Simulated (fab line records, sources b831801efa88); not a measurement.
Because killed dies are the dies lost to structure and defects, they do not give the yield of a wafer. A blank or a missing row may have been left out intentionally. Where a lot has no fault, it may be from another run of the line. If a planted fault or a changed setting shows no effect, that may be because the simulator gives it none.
Struck lot and sound lot, side by side + flow gf180mcu + 19 steps out of a route of 602
Sound: these wafers, L903.3, L903.4, L903.5. The struck wafers were L909.1, L909.3, L909.6. The cause is given at the end.
Per side, at each step with rows, come the tool, then ch with its chambers, and then its first start. Under that, the readings that differ: sound wafers + struck wafers + difference of the means + sigmas: that difference in standard deviations of wafers without a fault.
alike: words and numbers the same on both sides, and readings whose means are apart by under 2 such deviations; not compared: readings that were withheld, readings missing a value for some wafer, numbers with overlapping values and no deviation given by the record, and bounds like >300 which may hide the same value.
The two part at a step that has a row with sigmas, a row that says differs or no value, or rows on one side only. Non-overlapping numbers with no deviation appear without sigmas and do not part them. Lack of a reading on every wafer of one side parts them only where that side has two or more wafers.

first, 1 step without rows for these wafers: GF_V4_CVD_00 (deposits SiO2, target thk 600 nm, time 100 s).
GF_V4_THK_MEAS_01:
  sound on film metro-01, day 26 09:13; struck on film metro-02, day 28 07:29
  alike: V4_CVD_00_THK
GF_V4_CVD_02: deposits SiO2 from TEOS, target thk 850 nm, time 94.851 s.
  sound on pecvd-04 ch 0,1,2, day 26 09:15; struck on pecvd-04 ch 0,1,2, day 28 07:32
  alike: heater power outer w, heater power w, rf fwd power W
GF_V4_THK_MEAS_03:
  sound on film metro-03, day 26 09:20; struck on film metro-01, day 28 07:37
  alike: V4_CVD_02_THK
GF_V4_CMP_04: polishes SiO2.
  sound on cmp-02 ch 0,2, day 26 09:23; struck on cmp-02 ch 0,1, day 28 07:43
  alike: motor current A, platen rpm, slurry filter dp kPa, time to endpoint s
GF_V4_BOW_MEAS_05:
  sound on film metro-03, day 26 09:43; struck on film metro-02, day 28 07:58
  alike: V4_BOW
then, 6 steps without rows for these wafers: GF_V4_DEHYDRATE_06 (time 60 s); GF_V4_HMDS_07 (prime time 60 s); GF_V4_COAT_08; GF_V4_COAT_09 (resist thk 1000 nm); GF_V4_SOFTBAKE_10 (time 60 s); GF_V4_EXPOSE_11 (exposes mask Via4, target cd 260 nm).
GF_V4_PEB_12: peb time 90 s.
  sound on litho track-02 ch 0, day 27 06:49; struck on litho track-04 ch 0, day 29 02:41
| reading                  | sound                | struck               | difference | sigmas |
|--------------------------|----------------------|----------------------|------------|--------|
| heater power total W (W) | 85.65 85.73 85.75    | 83.97 83.94 83.99    | -1.74      | -23    |
| plate temp C (C)         | 135.04 135.07 134.96 | 132.82 132.89 133.01 | -2.12      | -18    |
then, 1 step without rows for these wafers: GF_V4_DEVELOP_13 (develop time 60 s).
GF_V4_CD_MEAS_14 targets a cd of 260 nm.
  sound on cd sem-01, day 27 07:08; struck on cd sem-01, day 29 03:02
| reading    | sound             | struck            | difference | sigmas |
|------------|-------------------|-------------------|------------|--------|
| cd nm (nm) | 261.2 261.4 261.3 | 254.3 254.2 255.1 | -6.8       | -5     |
GF_V4_OVL_MEAS_15:
  sound on overlay-01, day 27 07:13; struck on overlay-02, day 29 03:10
  alike: V4_OVL
GF_V4_ETCH_16: etches BARC in N2/H2.
  sound on rie diel-03 ch 1,2, day 27 07:15; struck on rie diel-04 ch 0,2, day 29 03:12
| reading             | sound           | struck        | difference | sigmas |
|---------------------|-----------------|---------------|------------|--------|
| model.V4.cd nm (nm) | 261 261.9 261.3 | 254 254 254.9 | -7         |        |
  alike: bias w, drypump motor current A, oes product au, rf fwd power W, throttle valve pct
GF_V4_ETCH_17: etches SiO2 in C4F8/O2/Ar, stops on TiN, target depth 630 nm.
  sound: rie diel-03 ch 1,2; struck: rie diel-04 ch 0,2
| reading             | sound             | struck          | difference | sigmas |
|---------------------|-------------------|-----------------|------------|--------|
| rf fwd power W (W)  | 1507 1496 1506    | 1495 1485 1494  | -12        | -2     |
| model.V4.cd nm (nm) | 261.3 261.9 261.7 | 254 254.1 255.4 | -7         |        |
  alike: bias w, oes product au
GF_V4_STRIP_18: strips in O2/N2.
  sound on plasma asher-04 ch 0,1, day 27 07:25; struck on plasma asher-04 ch 0,1, day 29 03:20
  alike: drypump motor current A, heater power w, oes product au
  not compared: rf hours counter h

WHERE THEY PART
First at GF_V4_PEB_12; last, within this record, at GF_V4_ETCH_17. Later steps at which nothing parts them and some readings are alike: GF_V4_STRIP_18.

WHY: whatever the simulator had introduced
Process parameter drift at GF_V4_PEB_12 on litho track-04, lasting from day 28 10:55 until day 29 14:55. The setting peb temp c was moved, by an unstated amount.
